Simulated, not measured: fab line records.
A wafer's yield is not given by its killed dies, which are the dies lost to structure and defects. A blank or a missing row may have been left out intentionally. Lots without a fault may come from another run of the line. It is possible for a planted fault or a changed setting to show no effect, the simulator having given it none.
fab line records + flow sky130
record
- lots=13
- wafers=39
- lastDay=50
route steps=708 shown VT_ADJUST_HVTP@94 CONTACT@432 METAL1@440 VIA1@481
lots untouched by any fault: they come from a run of this same line in which no faults occurred
startH: hours from the record's first day to the start of the lot's first wafer shown + waitH: hours elapsed since this lot's preceding step + " identical to the entry in the row above + L1.1+2: a single row standing in for several wafers + - either no value or no given start + * or withheld: withheld + < > ~ a bound
route shown NAME@n: names a module that has steps shown in the file, with the first one's number in the route + usual: mean and standard deviation over wafers with no fault + same: alike in all rows + chamber/n: place in a boat + sites: the reading at each site + _std_site: the values' standard deviation + _edge_site: mean of outer sites minus mean of inner sites + radiusMm: for every site, how far away it sits from the centre of the wafer + mask NAME#n: copy n + behind: the tool/chamber that last shaped the wafer + hold: cause of the lot's hold/its duration in hours/its outcome + device: transistor that didn't switch, given as n, p or np + end of line: tests of these same wafers at the route's end + a step with no rows: only its recipe + killed: dies lost to structure and defects at the first sort, not the wafer's yield + map: a wafer's dies, x killed, . not, _ none there
set.NAME: the run value of the setting; set.NAME@STEP: its run value at that earlier step + model.NAME: the simulator's own value behind a step, which no gauge read
one table for each step of the route and one row for each wafer, over a sample of lots
services: a tool's chamber out of use, with start hour (startH, from the record's first day; less than 0 if before it), hours out, and reason
## steps
# step SKY_VT_ADJUST_HVTP_IMPLANT_09
# recipe
- species=As
- energyKev=150
- doseCm2=4.3e+12
- tiltDeg=withheld
# usual
- beamOnS=10.00/0.2
- doseIonsCm2=4.3e+12/4.6e+09
- faradayCurrentUA=24.3/0.49
| lot.wafer | tool         | chamber | startH | waitH | beamOnS | doseIonsCm2 | faradayCurrentUA |
|-----------|--------------|---------|--------|-------|---------|-------------|------------------|
| L456.2    | implanter-02 | 0       | 121.44 | 0.0   | 10.00   | 4.306e+12   | 24.3             |
| L456.5    | "            | 0       | "      | "     | 9.85    | 4.303e+12   | 24.6             |
| L456.6    | "            | 0       | "      | "     | 10.08   | 4.298e+12   | 24.1             |
| L457.1    | implanter-02 | 0       | 123.67 | 0.0   | 9.89    | 4.301e+12   | 24.5             |
| L457.2    | "            | 0       | "      | "     | 9.99    | 4.303e+12   | 24.3             |
| L457.3    | "            | 0       | "      | "     | 9.86    | 4.298e+12   | 24.5             |
| L458.3    | implanter-02 | 0       | 130.37 | 0.1   | 9.97    | 4.307e+12   | 24.4             |
| L458.4    | "            | 0       | "      | "     | 9.69    | 4.301e+12   | 24.9             |
| L458.5    | "            | 0       | "      | "     | 10.09   | 4.306e+12   | 24.1             |
| L459.1    | implanter-02 | 0       | 136.97 | 0.0   | 10.02   | 4.303e+12   | 24.3             |
| L459.3    | "            | 0       | "      | "     | 10.29   | 4.302e+12   | 23.7             |
| L459.4    | "            | 0       | "      | "     | 10.23   | 4.29e+12    | 23.6             |
| L461.1    | implanter-01 | 0       | 149.12 | 0.0   | 10.16   | 4.302e+12   | 23.8             |
| L461.2    | "            | 0       | "      | "     | 9.94    | 4.297e+12   | 24.4             |
| L461.3    | "            | 0       | "      | "     | 9.95    | 4.294e+12   | 24.4             |
| L462.1    | implanter-01 | 0       | 156.47 | 0.0   | 9.87    | 4.301e+12   | 24.7             |
| L462.2    | "            | 0       | "      | "     | 9.85    | 4.3e+12     | 24.7             |
| L462.6    | "            | 0       | "      | "     | 9.71    | 4.3e+12     | 24.8             |
| L464.1    | implanter-01 | 0       | 186.47 | 0.0   | 9.85    | 4.298e+12   | 24.6             |
| L464.4    | "            | 0       | "      | "     | 9.84    | 4.299e+12   | 24.6             |
| L464.6    | "            | 0       | "      | "     | 10.01   | 4.304e+12   | 24.1             |
| L465.1    | implanter-01 | 0       | 188.77 | 0.0   | 9.78    | 4.297e+12   | 24.8             |
| L465.3    | "            | 0       | "      | "     | 10.03   | 4.303e+12   | 24.1             |
| L465.5    | "            | 0       | "      | "     | 10.24   | 4.298e+12   | 23.7             |
| L469.3    | implanter-03 | 0       | 201.51 | 0.1   | 9.91    | 4.291e+12   | 24.5             |
| L469.4    | "            | 0       | "      | "     | 9.78    | 4.304e+12   | 24.8             |
| L469.6    | "            | 0       | "      | "     | 10.09   | 4.311e+12   | 24.1             |
| L470.2    | implanter-01 | 0       | 208.69 | 0.0   | 9.91    | 4.296e+12   | 24.4             |
| L470.3    | "            | 0       | "      | "     | 10.07   | 4.295e+12   | 24.2             |
| L470.6    | "            | 0       | "      | "     | 9.99    | 4.303e+12   | 24.3             |
| L471.4    | implanter-01 | 0       | 214.14 | 0.1   | 10.35   | 4.303e+12   | 23.5             |
| L471.5    | "            | 0       | "      | "     | 10.29   | 4.297e+12   | 23.7             |
| L471.6    | "            | 0       | "      | "     | 10.47   | 4.302e+12   | 23.2             |
| L477.2    | implanter-03 | 0       | 253.76 | 0.0   | 9.78    | 4.812e+12   | 27.8             |
| L477.4    | "            | 0       | "      | "     | 9.54    | 4.809e+12   | 28.4             |
| L477.5    | "            | 0       | "      | "     | 9.86    | 4.809e+12   | 27.6             |
| L478.1    | implanter-03 | 0       | 259.67 | 0.0   | 9.88    | 4.82e+12    | 27.4             |
| L478.3    | "            | 0       | "      | "     | 9.96    | 4.813e+12   | 27.3             |
| L478.5    | "            | 0       | "      | "     | 10.38   | 4.81e+12    | 26.2             |
# step SKY_VT_ADJUST_HVTP_TW_MEAS_11
# usual
- VT_ADJUST_HVTP_TW=1358/12
| lot.wafer | tool         | chamber | startH | waitH | VT_ADJUST_HVTP_TW |
|-----------|--------------|---------|--------|-------|-------------------|
| L456.2    | filmMetro-03 | -       | 121.68 | 0.1   | 1373              |
| L456.5    | "            | -       | "      | "     | 1378              |
| L456.6    | "            | -       | "      | "     | 1369              |
| L457.1    | filmMetro-02 | -       | 123.92 | 0.1   | 1363              |
| L457.2    | "            | -       | "      | "     | 1360              |
| L457.3    | "            | -       | "      | "     | 1354              |
| L458.3    | filmMetro-01 | -       | 130.59 | 0.1   | 1353              |
| L458.4    | "            | -       | "      | "     | 1350              |
| L458.5    | "            | -       | "      | "     | 1350              |
| L459.1    | filmMetro-03 | -       | 137.22 | 0.1   | 1373              |
| L459.3    | "            | -       | "      | "     | 1369              |
| L459.4    | "            | -       | "      | "     | 1375              |
| L461.1    | filmMetro-01 | -       | 149.37 | 0.1   | 1338              |
| L461.2    | "            | -       | "      | "     | 1340              |
| L461.3    | "            | -       | "      | "     | 1342              |
| L462.1    | filmMetro-01 | -       | 156.72 | 0.1   | 1351              |
| L462.2    | "            | -       | "      | "     | 1346              |
| L462.6    | "            | -       | "      | "     | 1344              |
| L464.1    | filmMetro-03 | -       | 186.72 | 0.1   | 1381              |
| L464.4    | "            | -       | "      | "     | 1380              |
| L464.6    | "            | -       | "      | "     | 1380              |
| L465.1    | filmMetro-01 | -       | 189.02 | 0.1   | 1355              |
| L465.3    | "            | -       | "      | "     | 1353              |
| L465.5    | "            | -       | "      | "     | 1353              |
| L469.3    | filmMetro-03 | -       | 201.73 | 0.1   | 1374              |
| L469.4    | "            | -       | "      | "     | 1370              |
| L469.6    | "            | -       | "      | "     | 1370              |
| L470.2    | filmMetro-01 | -       | 208.92 | 0.1   | 1342              |
| L470.3    | "            | -       | "      | "     | 1338              |
| L470.6    | "            | -       | "      | "     | 1341              |
| L471.4    | filmMetro-03 | -       | 214.35 | 0.1   | 1386              |
| L471.5    | "            | -       | "      | "     | 1374              |
| L471.6    | "            | -       | "      | "     | 1374              |
| L477.2    | filmMetro-01 | -       | 253.99 | 0.1   | 1397              |
| L477.4    | "            | -       | "      | "     | 1399              |
| L477.5    | "            | -       | "      | "     | 1398              |
| L478.1    | filmMetro-01 | -       | 259.92 | 0.1   | 1396              |
| L478.3    | "            | -       | "      | "     | 1399              |
| L478.5    | "            | -       | "      | "     | 1403              |
# step SKY_CONTACT_THK_MEAS_26
# recipe
- thkMeasGauge=xrf
- reads=W_of_CONTACT_CVD_24
# usual
- CONTACT_W_THK=341/4.9
| lot.wafer | tool         | chamber | startH | waitH | CONTACT_W_THK[nm] |
|-----------|--------------|---------|--------|-------|-------------------|
| L456.2    | filmMetro-01 | -       | 727.39 | 0.1   | 356               |
| L456.5    | "            | -       | "      | "     | 348               |
| L456.6    | "            | -       | "      | "     | 355               |
| L457.1    | filmMetro-04 | -       | 732.07 | 0.1   | 337               |
| L457.2    | "            | -       | "      | "     | 336               |
| L457.3    | "            | -       | "      | "     | 336               |
| L458.3    | filmMetro-01 | -       | 744.13 | 0.1   | 349               |
| L458.4    | "            | -       | "      | "     | 346               |
| L458.5    | "            | -       | "      | "     | 345               |
| L459.1    | filmMetro-04 | -       | 751.31 | 0.1   | 341               |
| L459.3    | "            | -       | "      | "     | 341               |
| L459.4    | "            | -       | "      | "     | 340               |
| L461.1    | filmMetro-03 | -       | 769.33 | 0.1   | 341               |
| L461.2    | "            | -       | "      | "     | 337               |
| L461.3    | "            | -       | "      | "     | 339               |
| L462.1    | filmMetro-04 | -       | 778.98 | 0.1   | 336               |
| L462.2    | "            | -       | "      | "     | 339               |
| L462.6    | "            | -       | "      | "     | 333               |
| L464.1    | filmMetro-03 | -       | 814.29 | 0.1   | 335               |
| L464.4    | "            | -       | "      | "     | 339               |
| L464.6    | "            | -       | "      | "     | 336               |
| L465.1    | filmMetro-03 | -       | 829.64 | 0.1   | 339               |
| L465.3    | "            | -       | "      | "     | 347               |
| L465.5    | "            | -       | "      | "     | 339               |
| L469.3    | filmMetro-01 | -       | 838.50 | 0.1   | 337               |
| L469.4    | "            | -       | "      | "     | 345               |
| L469.6    | "            | -       | "      | "     | 337               |
| L470.2    | filmMetro-01 | -       | 843.64 | 0.1   | 342               |
| L470.3    | "            | -       | "      | "     | 342               |
| L470.6    | "            | -       | "      | "     | 349               |
| L471.4    | filmMetro-01 | -       | 853.57 | 0.1   | 346               |
| L471.5    | "            | -       | "      | "     | 344               |
| L471.6    | "            | -       | "      | "     | 343               |
| L477.2    | filmMetro-01 | -       | 893.46 | 0.1   | 341               |
| L477.4    | "            | -       | "      | "     | 341               |
| L477.5    | "            | -       | "      | "     | 344               |
| L478.1    | filmMetro-04 | -       | 901.48 | 0.1   | 338               |
| L478.3    | "            | -       | "      | "     | 338               |
| L478.5    | "            | -       | "      | "     | 344               |
# step SKY_METAL1_THK_MEAS_06
# recipe
- thkMeasGauge=xrf
- reads=AlCu_of_METAL1_SPUTTER_02
# usual
- METAL1_ALCU_THK=256.6/2.7
| lot.wafer | tool         | chamber | startH | waitH | METAL1_ALCU_THK[nm] |
|-----------|--------------|---------|--------|-------|---------------------|
| L456.2    | filmMetro-04 | -       | 728.01 | 0.1   | 259.3               |
| L456.5    | "            | -       | "      | "     | 259.3               |
| L456.6    | "            | -       | "      | "     | 263.5               |
| L457.1    | filmMetro-01 | -       | 732.69 | 0.1   | 261.0               |
| L457.2    | "            | -       | "      | "     | 260.1               |
| L457.3    | "            | -       | "      | "     | 252.6               |
| L458.3    | filmMetro-04 | -       | 744.75 | 0.1   | 259.5               |
| L458.4    | "            | -       | "      | "     | 255.7               |
| L458.5    | "            | -       | "      | "     | 254.9               |
| L459.1    | filmMetro-04 | -       | 751.93 | 0.1   | 256.9               |
| L459.3    | "            | -       | "      | "     | 258.2               |
| L459.4    | "            | -       | "      | "     | 259.3               |
| L461.1    | filmMetro-02 | -       | 769.95 | 0.1   | 252.4               |
| L461.2    | "            | -       | "      | "     | 252.5               |
| L461.3    | "            | -       | "      | "     | 250.7               |
| L462.1    | filmMetro-02 | -       | 779.60 | 0.1   | 252.5               |
| L462.2    | "            | -       | "      | "     | 255.3               |
| L462.6    | "            | -       | "      | "     | 256.1               |
| L464.1    | filmMetro-04 | -       | 814.91 | 0.1   | 257.8               |
| L464.4    | "            | -       | "      | "     | 257.5               |
| L464.6    | "            | -       | "      | "     | 257.9               |
| L465.1    | filmMetro-01 | -       | 830.26 | 0.1   | 257.3               |
| L465.3    | "            | -       | "      | "     | 254.3               |
| L465.5    | "            | -       | "      | "     | 253.4               |
| L469.3    | filmMetro-04 | -       | 839.12 | 0.1   | 255.5               |
| L469.4    | "            | -       | "      | "     | 257.7               |
| L469.6    | "            | -       | "      | "     | 257.9               |
| L470.2    | filmMetro-04 | -       | 844.26 | 0.1   | 258.6               |
| L470.3    | "            | -       | "      | "     | 257.6               |
| L470.6    | "            | -       | "      | "     | 259.9               |
| L471.4    | filmMetro-01 | -       | 854.19 | 0.1   | 253.3               |
| L471.5    | "            | -       | "      | "     | 256.4               |
| L471.6    | "            | -       | "      | "     | 257.7               |
| L477.2    | filmMetro-04 | -       | 894.08 | 0.1   | 259.1               |
| L477.4    | "            | -       | "      | "     | 259.2               |
| L477.5    | "            | -       | "      | "     | 257.5               |
| L478.1    | filmMetro-04 | -       | 902.10 | 0.1   | 260.3               |
| L478.3    | "            | -       | "      | "     | 256.7               |
| L478.5    | "            | -       | "      | "     | 256.4               |
# step SKY_VIA1_THK_MEAS_23
# recipe
- thkMeasGauge=xrf
- reads=W_of_VIA1_CVD_21
# usual
- VIA1_W_THK=267/3.8
| lot.wafer | tool         | chamber | startH | waitH | VIA1_W_THK[nm] |
|-----------|--------------|---------|--------|-------|----------------|
| L456.2    | filmMetro-02 | -       | 786.12 | 0.1   | 263            |
| L456.5    | "            | -       | "      | "     | 263            |
| L456.6    | "            | -       | "      | "     | 263            |
| L457.1    | filmMetro-03 | -       | 790.90 | 0.1   | 264            |
| L457.2    | "            | -       | "      | "     | 266            |
| L457.3    | "            | -       | "      | "     | 265            |
| L458.3    | filmMetro-01 | -       | 802.54 | 0.1   | 268            |
| L458.4    | "            | -       | "      | "     | 267            |
| L458.5    | "            | -       | "      | "     | 268            |
| L459.1    | filmMetro-01 | -       | 809.51 | 0.1   | 269            |
| L459.3    | "            | -       | "      | "     | 269            |
| L459.4    | "            | -       | "      | "     | 272            |
| L461.1    | filmMetro-03 | -       | 826.37 | 0.1   | 270            |
| L461.2    | "            | -       | "      | "     | 264            |
| L461.3    | "            | -       | "      | "     | 267            |
| L462.1    | filmMetro-03 | -       | 836.22 | 0.1   | 270            |
| L462.2    | "            | -       | "      | "     | 270            |
| L462.6    | "            | -       | "      | "     | 269            |
| L464.1    | filmMetro-03 | -       | 869.66 | 0.1   | 266            |
| L464.4    | "            | -       | "      | "     | 268            |
| L464.6    | "            | -       | "      | "     | 267            |
| L465.1    | filmMetro-03 | -       | 885.15 | 0.1   | 278            |
| L465.3    | "            | -       | "      | "     | 273            |
| L465.5    | "            | -       | "      | "     | 271            |
| L469.3    | filmMetro-01 | -       | 894.09 | 0.1   | 264            |
| L469.4    | "            | -       | "      | "     | 262            |
| L469.6    | "            | -       | "      | "     | 263            |
| L470.2    | filmMetro-03 | -       | 898.04 | 0.1   | 264            |
| L470.3    | "            | -       | "      | "     | 266            |
| L470.6    | "            | -       | "      | "     | 260            |
| L471.4    | filmMetro-02 | -       | 908.55 | 0.1   | 266            |
| L471.5    | "            | -       | "      | "     | 267            |
| L471.6    | "            | -       | "      | "     | 265            |
| L477.2    | filmMetro-03 | -       | 945.84 | 0.1   | 272            |
| L477.4    | "            | -       | "      | "     | 272            |
| L477.5    | "            | -       | "      | "     | 272            |
| L478.1    | filmMetro-02 | -       | 954.02 | 0.1   | 261            |
| L478.3    | "            | -       | "      | "     | 259            |
| L478.5    | "            | -       | "      | "     | 262            |
## services
| tool         | chamber | startH | hours | kind   |
|--------------|---------|--------|-------|--------|
| implanter-02 | -       | 99.74  | 3.9   | pm     |
| implanter-02 | -       | 105.01 | 6.7   | repair |
| implanter-01 | -       | 119.32 | 6.8   | repair |
| implanter-03 | -       | 188.61 | 3.0   | pm     |
| implanter-03 | -       | 191.58 | 4.6   | pm     |
| implanter-02 | -       | 192.71 | 1.5   | repair |
## key
firstSign
- step=SKY_VT_ADJUST_HVTP_IMPLANT_09
- reading=doseIonsCm2
- direction=up
- sigmas=99+
- usual=*
- struck=*
effect
- step=SKY_VT_ADJUST_HVTP_IMPLANT_09
- reading=faradayCurrentUA
- direction=up
- sigmas=6.6
- usual=24.3
- struck=27.5
effect
- step=SKY_VT_ADJUST_HVTP_TW_MEAS_11
- reading=VT_ADJUST_HVTP_TW
- direction=up
- sigmas=3.4
- usual=1358
- struck=1399
metAt SKY_VT_ADJUST_HVTP_IMPLANT_09
struckLots L477,L478
testerLeftOut L477,L478
notActingAt SKY_CONTACT_THK_MEAS_26,SKY_METAL1_THK_MEAS_06,SKY_VIA1_THK_MEAS_23
onsetBetween 201.51 253.76
fault
- kind=processParameterDrift
- tool=implanter-03
- chamber=-
- onsetH=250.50
- steps=SKY_VT_ADJUST_HVTP_IMPLANT_09
- channel=doseCm2
- offset=*
- shape=step
- endH=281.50
- actsIn=*
- stated=*
# testerLeftOut: of these lots the tester's yield and bins aren't shown, on N5 and GAA mostly nor the transistor test; their killed dies are dies lost to structure and defects alone, not to doping, threshold or leakage, so they don't give the yield
